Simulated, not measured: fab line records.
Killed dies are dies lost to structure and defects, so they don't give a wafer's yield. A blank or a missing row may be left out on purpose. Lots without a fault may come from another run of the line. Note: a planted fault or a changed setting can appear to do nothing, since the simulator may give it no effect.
Which tool did it? + flow sky130 + Sampling: 6 lots, 18 wafers, 2 of 708 route steps

== WHAT THE GAUGES SHOWED, per wafer ==
SKY_VT_ADJUST_LVTN_TW_MEAS_21.
| lot  | measured     | on            | VT_ADJUST_LVTN_2_TW |
|------|--------------|---------------|---------------------|
| L950 | day 8 04:41  | film_metro-03 | 187.5 186.4 187.7   |
| L954 | day 9 11:50  | film_metro-03 | 188.1 186.9 188.2   |
| L957 | day 10 05:41 | film_metro-01 | 187.8 189.0 188.2   |
| L959 | day 11 06:48 | film_metro-03 | 166.1 164.6 166.1   |
| L968 | day 13 13:11 | film_metro-03 | 184.9 184.4 185.0   |
| L970 | day 14 06:49 | film_metro-03 | 185.3 186.2 186.3   |

== EACH LOT AND THE TOOL THAT RAN IT (in order: tool; ch and the chambers of the sampled wafers; start) ==
| lot  | SKY_VT_ADJUST_LVTN_IMPLANT_19   |
|------|---------------------------------|
| L950 | implanter-01 ch 0, day 8 04:26  |
| L954 | implanter-01 ch 0, day 9 11:35  |
| L957 | implanter-04 ch 0, day 10 05:26 |
| L959 | implanter-04 ch 0, day 11 06:35 |
| L968 | implanter-01 ch 0, day 13 12:58 |
| L970 | implanter-02 ch 0, day 14 06:34 |
- SKY_VT_ADJUST_LVTN_IMPLANT_19

== THE ANSWER, worked out from the rows above alone ==
Rule: what is usual is taken from the lots themselves. Put in order of their means at a reading, lots are off if they are a third of the lots or fewer, leave a main group of 4 or more, and stand apart from it by a gap of 3 or more times the standard deviation of the main group's means; of several such gaps the widest counts. The tables above print the reading to a certain number of digits; a main group whose means all agree to those digits is not used. Also off: a lot with no number at a reading for which 4 or more lots have one. Any other lot the step has rows for is counted as sound.
Off: at SKY_VT_ADJUST_LVTN_TW_MEAS_21 (VT_ADJUST_LVTN_2_TW), L959. Main group: mean 186.8, sd 1.3.
If a tool, at a process step before that reading, ran all the lots that are off and no sound lot after the first of them, it fits. Gauges at SKY_VT_ADJUST_LVTN_TW_MEAS_21: tried the same way as those tools. One fits: implanter-04 at SKY_VT_ADJUST_LVTN_IMPLANT_19. Its last sound lot is L957 (day 10 05:26), its first lot that is off L959 (day 11 06:35): a fault that began between those two fits.

== WHAT HAD BEEN PUT IN BY THE SIMULATOR ==
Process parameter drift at SKY_VT_ADJUST_LVTN_IMPLANT_19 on implanter-04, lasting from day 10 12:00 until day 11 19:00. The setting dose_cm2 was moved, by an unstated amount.
Shown lots that were struck: L959. This agrees with what the rule above found.
